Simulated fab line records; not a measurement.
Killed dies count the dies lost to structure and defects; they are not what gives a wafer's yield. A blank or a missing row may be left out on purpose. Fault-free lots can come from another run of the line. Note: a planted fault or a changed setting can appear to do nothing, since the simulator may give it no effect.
fab line records	flow gf180mcu	part 1 of 2: steps 1 to 28 of 41
record: lots: 5	wafers: 15	last_day: 34
route steps=602 shown PSD@259 NSD@262 SAB@264 SALICIDE@278 CONTACT@287
lots that met no fault: taken from a fault-free run of the same line
start_h: start of the lot's first displayed wafer, in hours after the record's first day	wait_h: how many hours have passed since the lot's step before this one	" identical to the entry in the row above	L1.1+2: one row covering several wafers at once	- no value present, or no start provided	* or withheld: withheld	< > ~ a bound
route shown NAME@n: a module of which the file shows steps, and the number in the route of the first	usual: mean/standard deviation taken from wafers without a fault	same: alike in all rows	chamber/n: place in a boat	sites: readings site by site	_std_site: standard deviation of those values	_edge_site: mean of outer sites minus mean of inner sites	radius_mm: for every site, how far away it sits from the centre of the wafer	mask NAME#n: copy n	behind: the tool/chamber that last shaped the wafer	hold: why the lot was held/for how many hours/how that ended	device: the transistor (n, p or np) that didn't switch	end of line: at the end of the route, the tests of the same wafers	for a step that has no rows: nothing shown but its recipe	killed: count of dies lost to structure and defects at first sort (not the wafer's yield)	map: the dies of a wafer, with x for killed, . for not killed, _ for no die there
set.NAME: setting as actually run; set.NAME@STEP: the setting as run at that earlier step	model.NAME: the simulator's own value behind a step, which no gauge read
lots at selected steps of the route; one table per step, one row per wafer
services: a tool's chamber out of use, with start hour (start_h, from the record's first day; less than 0 if before it), hours out, and reason
== steps ==
step: GF_PSD_TW_MEAS_11
usual: PSD_TW: 3167/26
lot.wafer	tool	chamber	start_h	wait_h	PSD_TW
L077.2	film_metro-02	-	355.77	0.1	3159
L077.3	"	-	"	"	3155
L077.5	"	-	"	"	3159
L079.3	film_metro-03	-	371.19	0.1	3141
L079.5	"	-	"	"	3135
L079.6	"	-	"	"	3133
L081.2	film_metro-04	-	406.52	0.1	3203
L081.4	"	-	"	"	3208
L081.5	"	-	"	"	3210
L083.1	film_metro-04	-	411.77	0.1	3201
L083.2	"	-	"	"	3217
L083.3	"	-	"	"	3209
L094.2	film_metro-04	-	499.22	0.1	3155
L094.3	"	-	"	"	3168
L094.4	"	-	"	"	3169
step: GF_PSD_CLEAN_12
recipe: chemistry: SC1/SC2	mix: 1:4:20	temp_c: 70	time_s: 150	dry: n2_spin
usual: bath_guard_temp_C: 70.2/0.37
lot.wafer	tool	chamber	start_h	wait_h	bath_guard_temp_C
L077.2	wet_bench-02	3	355.82	0.0	70.7
L077.3	"	3	"	"	70.4
L077.5	"	3	"	"	70.5
L079.3	wet_bench-02	1	371.23	0.0	70.2
L079.5	"	1	"	"	70.1
L079.6	"	1	"	"	70.6
L081.2	wet_bench-02	1	406.57	0.0	70.5
L081.4	"	1	"	"	70.0
L081.5	"	1	"	"	69.9
L083.1	wet_bench-04	3	411.90	0.1	69.9
L083.2	"	3	"	"	70.0
L083.3	"	3	"	"	69.8
L094.2	wet_bench-02	3	499.27	0.0	71.0
L094.3	"	3	"	"	70.8
L094.4	"	3	"	"	70.5
step: GF_PSD_RTA_13
recipe: temp_c: 1025	time_s: 20	ambient: N2
usual: lamp_power_pct: 32.5/0.45	wafer_temp_C_max: 1030.6/1.1
lot.wafer	tool	chamber	start_h	wait_h	lamp_power_pct	wafer_temp_C_max
L077.2	rtp_anneal-02	0	355.89	0.0	32.1	1029.4
L077.3	"	0	"	"	32.1	1030.4
L077.5	"	0	"	"	32.1	1031.4
L079.3	rtp_anneal-02	0	371.35	0.0	32.1	1030.8
L079.5	"	0	"	"	32.1	1030.1
L079.6	"	0	"	"	32.1	1029.6
L081.2	rtp_anneal-01	0	406.69	0.0	33.0	1028.8
L081.4	"	0	"	"	33.0	1030.2
L081.5	"	0	"	"	33.0	1028.1
L083.1	rtp_anneal-01	0	411.95	0.0	33.0	1029.5
L083.2	"	0	"	"	33.0	1030.0
L083.3	"	0	"	"	33.0	1030.0
L094.2	rtp_anneal-01	0	499.34	0.0	33.0	1030.0
L094.3	"	0	"	"	33.0	1030.5
L094.4	"	0	"	"	33.0	1034.6
step: GF_PSD_RS_MEAS_14
recipe: thk_meas_gauge: four-point-probe
usual: NSD_RS: 46.08/0.087
lot.wafer	tool	chamber	start_h	wait_h	NSD_RS[ohm/sq]
L077.2	film_metro-03	-	355.98	0.1	45.93
L077.3	"	-	"	"	46.18
L077.5	"	-	"	"	46.08
L079.3	film_metro-03	-	371.45	0.1	46.14
L079.5	"	-	"	"	46.20
L079.6	"	-	"	"	45.97
L081.2	film_metro-02	-	406.78	0.1	45.99
L081.4	"	-	"	"	45.93
L081.5	"	-	"	"	46.00
L083.1	film_metro-04	-	412.04	0.1	46.17
L083.2	"	-	"	"	46.18
L083.3	"	-	"	"	46.10
L094.2	film_metro-03	-	499.43	0.1	46.22
L094.3	"	-	"	"	46.20
L094.4	"	-	"	"	46.18
step: GF_PSD_RS_MEAS_15
recipe: thk_meas_gauge: four-point-probe
usual: PSD_RS: 108.41/0.28
lot.wafer	tool	chamber	start_h	wait_h	PSD_RS[ohm/sq]
L077.2	film_metro-03	-	356.10	0.1	108.56
L077.3	"	-	"	"	108.66
L077.5	"	-	"	"	108.15
L079.3	film_metro-03	-	371.57	0.1	108.56
L079.5	"	-	"	"	108.51
L079.6	"	-	"	"	108.04
L081.2	film_metro-02	-	406.90	0.1	108.04
L081.4	"	-	"	"	107.86
L081.5	"	-	"	"	108.04
L083.1	film_metro-04	-	412.16	0.1	108.88
L083.2	"	-	"	"	108.61
L083.3	"	-	"	"	108.52
L094.2	film_metro-03	-	499.55	0.1	108.54
L094.3	"	-	"	"	108.58
L094.4	"	-	"	"	108.43
step: GF_SAB_CVD_00
recipe: material: SiO2	target_thk_nm: 50	precursor: TEOS	temp_c: 400	time_s: 4.9302	rf_w: 600
usual: heater_power_w: 675/95	susceptor_temp_C: 399.97/0.22
lot.wafer	tool	chamber	start_h	wait_h	heater_power_w	susceptor_temp_C
L077.2	pecvd-03	0	356.20	0.1	764	400.14
L077.3	"	1	"	"	793	400.05
L077.5	"	1	"	"	796	399.90
L079.3	pecvd-01	1	371.65	0.1	643	399.69
L079.5	"	2	"	"	545	400.06
L079.6	"	1	"	"	661	399.79
L081.2	pecvd-01	0	407.00	0.1	645	399.73
L081.4	"	2	"	"	544	399.88
L081.5	"	0	"	"	651	399.85
L083.1	pecvd-03	1	412.28	0.1	826	400.05
L083.2	"	0	"	"	629	400.16
L083.3	"	2	"	"	744	400.00
L094.2	pecvd-03	1	499.65	0.1	741	400.06
L094.3	"	0	"	"	640	399.97
L094.4	"	1	"	"	729	400.07
step: GF_SAB_THK_MEAS_01
recipe: reads: SiO2_of_SAB_CVD_00
usual: SAB_CVD_00_THK: 50.1/0.68
lot.wafer	tool	chamber	start_h	wait_h	SAB_CVD_00_THK[nm]
L077.2	film_metro-01	-	356.23	0.0	49.4
L077.3	"	-	"	"	49.5
L077.5	"	-	"	"	50.3
L079.3	film_metro-01	-	371.69	0.0	49.0
L079.5	"	-	"	"	50.4
L079.6	"	-	"	"	49.8
L081.2	film_metro-01	-	407.03	0.0	49.3
L081.4	"	-	"	"	49.6
L081.5	"	-	"	"	50.1
L083.1	film_metro-02	-	412.30	0.0	49.6
L083.2	"	-	"	"	49.7
L083.3	"	-	"	"	50.0
L094.2	film_metro-01	-	499.68	0.0	49.3
L094.3	"	-	"	"	49.8
L094.4	"	-	"	"	49.8
step: GF_SAB_DEHYDRATE_02
recipe: temp_c: 200	time_s: 60
lot.wafer	tool	chamber	start_h	wait_h
L077.2+3+5	litho_track-01	0	366.33	10.1
L079.3+5+6	litho_track-03	0	383.21	11.5
L081.2+4+5	litho_track-04	0	417.56	10.5
L083.1+2+3	litho_track-03	0	423.56	11.3
L094.2+3+4	litho_track-04	0	511.21	11.5
step: GF_SAB_HMDS_03
recipe: prime_time_s: 60	prime_temp_c: 120
lot.wafer	tool	chamber	start_h	wait_h
L077.2+3+5	litho_track-01	0	366.48	0.1
L079.3+5+6	litho_track-03	0	383.36	0.1
L081.2+4+5	litho_track-04	0	417.71	0.1
L083.1+2+3	litho_track-03	0	423.71	0.1
L094.2+3+4	litho_track-04	0	511.36	0.1
step: GF_SAB_COAT_04
recipe: resist: NOVOLAK	spin_rpm: 3000	resist_thk_nm: 1000
lot.wafer	tool	chamber	start_h	wait_h
L077.2+3+5	litho_track-01	0	366.63	0.1
L079.3+5+6	litho_track-03	0	383.51	0.1
L081.2+4+5	litho_track-04	0	417.86	0.1
L083.1+2+3	litho_track-03	0	423.86	0.1
L094.2+3+4	litho_track-04	0	511.51	0.1
step: GF_SAB_SOFTBAKE_05
recipe: temp_c: 90	time_s: 60	resist: NOVOLAK
lot.wafer	tool	chamber	start_h	wait_h
L077.2+3+5	litho_track-01	0	366.78	0.1
L079.3+5+6	litho_track-03	0	383.66	0.1
L081.2+4+5	litho_track-04	0	418.01	0.1
L083.1+2+3	litho_track-03	0	424.01	0.1
L094.2+3+4	litho_track-04	0	511.66	0.1
step: GF_SAB_EXPOSE_06
recipe: mask_id: SAB	target_cd_nm: 420	na: 0.6	source_shape: conventional	sigma_outer: 0.6	dose_mj: 140
usual: exposure_dose_mJ_cm2: 139.91/0.15
lot.wafer	tool	chamber	start_h	wait_h	mask	exposure_dose_mJ_cm2
L077.2	iline_stepper-01	0	-	-	SAB#0	139.89
L077.3	"	0	"	"	SAB#0	139.82
L077.5	"	0	"	"	SAB#0	139.65
L079.3	iline_stepper-02	0	-	-	SAB#0	139.98
L079.5	"	0	"	"	SAB#0	140.01
L079.6	"	0	"	"	SAB#0	139.94
L081.2	iline_stepper-01	0	-	-	SAB#0	139.86
L081.4	"	0	"	"	SAB#0	139.90
L081.5	"	0	"	"	SAB#0	140.08
L083.1	iline_stepper-01	0	-	-	SAB#0	139.84
L083.2	"	0	"	"	SAB#0	139.77
L083.3	"	0	"	"	SAB#0	139.89
L094.2	iline_stepper-02	0	-	-	SAB#0	139.98
L094.3	"	0	"	"	SAB#0	139.97
L094.4	"	0	"	"	SAB#0	140.05
step: GF_SAB_PEB_07
recipe: temp_c: withheld	time_s: *	resist: NOVOLAK
lot.wafer	tool	chamber	start_h	wait_h
L077.2+3+5	litho_track-01	0	-	-
L079.3+5+6	litho_track-03	0	-	-
L081.2+4+5	litho_track-01	0	-	-
L083.1+2+3	litho_track-01	0	-	-
L094.2+3+4	litho_track-04	0	-	-
step: GF_SAB_DEVELOP_08
recipe: develop_time_s: 60	dev_temp_c: 23
lot.wafer	tool	chamber	start_h	wait_h
L077.2+3+5	litho_track-01	0	378.63	0.1
L079.3+5+6	litho_track-03	0	395.26	0.1
L081.2+4+5	litho_track-01	0	430.63	0.1
L083.1+2+3	litho_track-01	0	436.45	0.1
L094.2+3+4	litho_track-04	0	521.76	0.1
step: GF_SAB_CD_MEAS_09
recipe: target_cd_nm: 420
usual: cd_nm: 420.4/2.4
lot.wafer	tool	chamber	start_h	wait_h	cd_nm
L077.2	cd_sem-01	-	378.77	0.1	421.9
L077.3	"	-	"	"	423.9
L077.5	"	-	"	"	422.7
L079.3	cd_sem-01	-	395.40	0.1	419.4
L079.5	"	-	"	"	419.2
L079.6	"	-	"	"	421.6
L081.2	cd_sem-01	-	430.77	0.1	421.6
L081.4	"	-	"	"	421.4
L081.5	"	-	"	"	420.1
L083.1	cd_sem-01	-	436.60	0.1	418.0
L083.2	"	-	"	"	419.4
L083.3	"	-	"	"	417.0
L094.2	cd_sem-02	-	521.90	0.1	423.3
L094.3	"	-	"	"	421.6
L094.4	"	-	"	"	421.9
step: GF_SAB_OVL_MEAS_10
usual: SAB_OVL: 0.5/1.3
lot.wafer	tool	chamber	start_h	wait_h	SAB_OVL[nm]
L077.2	overlay-01	-	378.88	0.1	0.3
L077.3	"	-	"	"	-2.1
L077.5	"	-	"	"	-1.9
L079.3	overlay-01	-	395.50	0.1	0.1
L079.5	"	-	"	"	1.5
L079.6	"	-	"	"	0.5
L081.2	overlay-01	-	430.88	0.1	0.3
L081.4	"	-	"	"	2.4
L081.5	"	-	"	"	0.3
L083.1	overlay-02	-	436.72	0.1	-0.2
L083.2	"	-	"	"	-0.7
L083.3	"	-	"	"	-0.3
L094.2	overlay-02	-	522.01	0.1	-1.4
L094.3	"	-	"	"	0.4
L094.4	"	-	"	"	-0.2
step: GF_SAB_ETCH_11
recipe: chemistry: C4F8/O2/Ar	mask_material: NOVOLAK	target: SiO2	target_depth_nm: 55	source_w: 1500	bias_w: 1200	pressure_mtorr: 40	c4f8_flow_sccm: withheld	O2_flow_sccm: 6	Ar_flow_sccm: 300	time_s: 8.5
usual: oes_product_au: 1.001/0.01
lot.wafer	tool	chamber	start_h	wait_h	oes_product_au	rf_hours_counter_h
L077.2	rie_diel-01	2	378.91	0.0	0.998	5
L077.3	"	1	"	"	1.006	95
L077.5	"	3	"	"	1.006	-
L079.3	rie_diel-03	3	395.53	0.0	1.007	4
L079.5	"	2	"	"	1.009	-
L079.6	"	3	"	"	1.016	-
L081.2	rie_diel-01	1	430.91	0.0	1.012	97
L081.4	"	2	"	"	1.004	7
L081.5	"	1	"	"	1.024	-
L083.1	rie_diel-01	2	436.76	0.0	1.005	7
L083.2	"	1	"	"	1.021	97
L083.3	"	3	"	"	1.016	43
L094.2	rie_diel-04	1	522.04	0.0	0.989	2
L094.3	"	2	"	"	0.998	35
L094.4	"	3	"	"	1.015	8
step: GF_SAB_WET_ETCH_12
recipe: chemistry: dHF	target_depth_nm: 22	dry: n2_spin	target: SiO2	temp_c: 25	dilution: 100:1	time_s: 440
lot.wafer	tool	chamber	start_h	wait_h
L077.2+3+5	wet_bench-01	2	378.93	0.0
L079.3+5+6	wet_bench-04	3	395.55	0.0
L081.2+4+5	wet_bench-01	3	430.93	0.0
L083.1+2+3	wet_bench-01	1	436.78	0.0
L094.2+3+4	wet_bench-02	2	522.06	0.0
step: GF_SAB_STRIP_13
recipe: chemistry: O2/N2	power_w: 1400	pressure_mtorr: 1500	platen_temp_c: 250	o2_flow_sccm: 3000	n2_flow_sccm: 300	overash_fraction: 0.5
usual: drypump_motor_current_A: 5.63/0.28	heater_power_w: 343/25	oes_product_au: 0.710/0.0042	strip_time_to_endpoint_s: 12.63/0.03
lot.wafer	tool	chamber	start_h	wait_h	drypump_motor_current_A	heater_power_w	oes_product_au	rf_hours_counter_h	strip_time_to_endpoint_s
L077.2	plasma_asher-01	1	379.07	0.0	5.73	349	0.714	72	12.62
L077.3	"	1	"	"	5.75	351	0.709	-	12.64
L077.5	"	0	"	"	5.88	314	0.715	-	12.65
L079.3	plasma_asher-02	1	395.73	0.0	5.88	324	0.713	-	12.58
L079.5	"	0	"	"	5.55	323	0.704	-	12.62
L079.6	"	1	"	"	5.90	324	0.713	-	12.63
L081.2	plasma_asher-02	1	431.06	0.0	5.88	322	0.706	30	12.68
L081.4	"	0	"	"	5.55	322	0.712	-	12.65
L081.5	"	0	"	"	5.55	329	0.704	-	12.59
L083.1	plasma_asher-04	1	436.91	0.0	5.53	392	0.709	63	12.63
L083.2	"	0	"	"	5.08	350	0.715	63	12.58
L083.3	"	1	"	"	5.60	390	0.711	-	12.64
L094.2	plasma_asher-01	1	522.22	0.0	5.74	361	0.709	9	12.65
L094.3	"	0	"	"	5.89	309	0.713	-	12.59
L094.4	"	1	"	"	5.73	348	0.710	-	12.63
step: GF_SALICIDE_CLEAN_00
recipe: chemistry: SC1/SC2	mix: 1:4:20	temp_c: 70	time_s: 150
usual: bath_guard_temp_C: 70.4/0.42
lot.wafer	tool	chamber	start_h	wait_h	bath_guard_temp_C
L077.2	wet_bench-01	3	379.17	0.1	70.4
L077.3	"	3	"	"	69.9
L077.5	"	3	"	"	70.4
L079.3	wet_bench-04	2	395.79	0.0	69.7
L079.5	"	2	"	"	69.4
L079.6	"	2	"	"	69.9
L081.2	wet_bench-04	2	431.16	0.1	69.7
L081.4	"	2	"	"	70.0
L081.5	"	2	"	"	70.1
L083.1	wet_bench-04	0	437.01	0.1	70.4
L083.2	"	0	"	"	70.5
L083.3	"	0	"	"	70.4
L094.2	wet_bench-04	3	522.47	0.2	70.2
L094.3	"	3	"	"	70.1
L094.4	"	3	"	"	69.9
step: GF_SALICIDE_WET_ETCH_01
recipe: chemistry: dHF	target_depth_nm: 5	dry: ipa_marangoni	target: SiO2	temp_c: 25	dilution: 100:1	time_s: 100
lot.wafer	tool	chamber	start_h	wait_h
L077.2+3+5	wet_bench-01	2	379.23	0.0
L079.3+5+6	wet_bench-04	1	395.85	0.0
L081.2+4+5	wet_bench-01	3	431.21	0.0
L083.1+2+3	wet_bench-01	2	437.06	0.0
L094.2+3+4	wet_bench-04	3	522.52	0.0
step: GF_SALICIDE_SPUTTER_02
recipe: material: Co	target_thk_nm: 10	power_w: 1000	time_s: 20	chamber_pressure_pa: 0.4
usual: throttle_valve_pct: 30.4/1.1
lot.wafer	tool	chamber	start_h	wait_h	throttle_valve_pct
L077.2	pvd_sputter-03	-	379.27	0.0	33.3
L077.3	"	-	"	"	31.1
L077.5	"	-	"	"	31.1
L079.3	pvd_sputter-04	-	395.89	0.0	29.6
L079.5	"	-	"	"	30.8
L079.6	"	-	"	"	30.4
L081.2	pvd_sputter-03	-	431.25	0.0	29.1
L081.4	"	-	"	"	29.9
L081.5	"	-	"	"	30.4
L083.1	pvd_sputter-02	-	437.10	0.0	29.9
L083.2	"	-	"	"	31.5
L083.3	"	-	"	"	30.2
L094.2	pvd_sputter-02	-	522.56	0.0	29.7
L094.3	"	-	"	"	30.0
L094.4	"	-	"	"	31.7
step: GF_SALICIDE_SPUTTER_03
recipe: material: TiN	target_thk_nm: 20	power_w: 6500	time_s: 16.7	chamber_pressure_pa: 0.4
usual: throttle_valve_pct: 30.4/1.2
lot.wafer	tool	chamber	start_h	wait_h	throttle_valve_pct
L077.2	pvd_sputter-03	-	379.30	0.0	33.1
L077.3	"	-	"	"	31.2
L077.5	"	-	"	"	31.3
L079.3	pvd_sputter-04	-	395.91	0.0	29.6
L079.5	"	-	"	"	31.0
L079.6	"	-	"	"	30.1
L081.2	pvd_sputter-03	-	431.28	0.0	28.6
L081.4	"	-	"	"	29.7
L081.5	"	-	"	"	30.0
L083.1	pvd_sputter-02	-	437.13	0.0	30.1
L083.2	"	-	"	"	31.4
L083.3	"	-	"	"	30.0
L094.2	pvd_sputter-02	-	522.59	0.0	29.6
L094.3	"	-	"	"	30.2
L094.4	"	-	"	"	31.3
step: GF_SALICIDE_RS_MEAS_04
recipe: thk_meas_gauge: four-point-probe	reads: TiN_of_SALICIDE_SPUTTER_03+Co_of_SALICIDE_SPUTTER_02
usual: SALICIDE_TIN_RS: 16.27/0.21
lot.wafer	tool	chamber	start_h	wait_h	SALICIDE_TIN_RS[ohm/sq]
L077.2	film_metro-04	-	379.34	0.0	16.42
L077.3	"	-	"	"	16.02
L077.5	"	-	"	"	16.40
L079.3	film_metro-04	-	395.98	0.1	16.08
L079.5	"	-	"	"	16.30
L079.6	"	-	"	"	16.10
L081.2	film_metro-02	-	431.32	0.0	16.41
L081.4	"	-	"	"	16.12
L081.5	"	-	"	"	16.09
L083.1	film_metro-04	-	437.15	0.0	16.19
L083.2	"	-	"	"	16.23
L083.3	"	-	"	"	16.43
L094.2	film_metro-01	-	522.64	0.0	16.17
L094.3	"	-	"	"	16.14
L094.4	"	-	"	"	16.03
step: GF_SALICIDE_THK_MEAS_05
recipe: thk_meas_gauge: xrf	reads: TiN_of_SALICIDE_SPUTTER_03
usual: SALICIDE_TIN_THK: 19.87/0.21
lot.wafer	tool	chamber	start_h	wait_h	SALICIDE_TIN_THK[nm]
L077.2	film_metro-04	-	379.45	0.1	19.59
L077.3	"	-	"	"	19.70
L077.5	"	-	"	"	19.79
L079.3	film_metro-04	-	396.08	0.1	20.05
L079.5	"	-	"	"	20.02
L079.6	"	-	"	"	19.92
L081.2	film_metro-02	-	431.43	0.1	20.19
L081.4	"	-	"	"	20.12
L081.5	"	-	"	"	20.12
L083.1	film_metro-04	-	437.27	0.1	19.60
L083.2	"	-	"	"	19.57
L083.3	"	-	"	"	19.69
L094.2	film_metro-01	-	522.75	0.1	19.92
L094.3	"	-	"	"	19.59
L094.4	"	-	"	"	19.41
step: GF_SALICIDE_RTA_06
recipe: temp_c: 530	time_s: 30	ambient: N2
usual: lamp_power_pct: 5.92/0.08	wafer_temp_C_max: 532.8/0.58
lot.wafer	tool	chamber	start_h	wait_h	lamp_power_pct	wafer_temp_C_max
L077.2	rtp_anneal-01	0	379.52	0.1	5.98	532.2
L077.3	"	0	"	"	5.98	532.9
L077.5	"	0	"	"	5.99	533.1
L079.3	rtp_anneal-01	0	396.15	0.1	5.99	533.3
L079.5	"	0	"	"	5.99	532.6
L079.6	"	0	"	"	5.98	532.3
L081.2	rtp_anneal-02	0	431.50	0.1	5.82	532.4
L081.4	"	0	"	"	5.83	532.2
L081.5	"	0	"	"	5.84	532.4
L083.1	rtp_anneal-01	0	437.33	0.1	5.99	532.8
L083.2	"	0	"	"	5.99	532.3
L083.3	"	0	"	"	5.98	531.9
L094.2	rtp_anneal-02	0	522.81	0.1	5.81	531.9
L094.3	"	0	"	"	5.82	533.7
L094.4	"	0	"	"	5.82	532.6
step: GF_SALICIDE_WET_ETCH_07
recipe: chemistry: SPM	target_depth_nm: 120	dry: n2_spin
lot.wafer	tool	chamber	start_h	wait_h
L077.2+3+5	wet_bench-04	3	379.60	0.1
L079.3+5+6	wet_bench-01	1	396.22	0.1
L081.2+4+5	wet_bench-04	1	431.58	0.1
L083.1+2+3	wet_bench-04	0	437.43	0.1
L094.2+3+4	wet_bench-04	3	522.90	0.1
step: GF_SALICIDE_RTA_08
recipe: temp_c: 800	time_s: 30	ambient: N2
usual: lamp_power_pct: 16.38/0.23	wafer_temp_C_max: 804.3/0.84
lot.wafer	tool	chamber	start_h	wait_h	lamp_power_pct	wafer_temp_C_max
L077.2	rtp_anneal-02	0	379.71	0.0	16.17	803.1
L077.3	"	0	"	"	16.17	805.7
L077.5	"	0	"	"	16.13	804.2
L079.3	rtp_anneal-02	0	396.35	0.0	16.16	804.6
L079.5	"	0	"	"	16.17	804.4
L079.6	"	0	"	"	16.20	804.9
L081.2	rtp_anneal-01	0	431.69	0.0	16.61	804.4
L081.4	"	0	"	"	16.62	804.7
L081.5	"	0	"	"	16.63	804.2
L083.1	rtp_anneal-02	0	437.52	0.0	16.19	804.4
L083.2	"	0	"	"	16.15	803.4
L083.3	"	0	"	"	16.15	804.7
L094.2	rtp_anneal-01	0	523.01	0.0	16.62	804.4
L094.3	"	0	"	"	16.62	803.9
L094.4	"	0	"	"	16.64	803.9
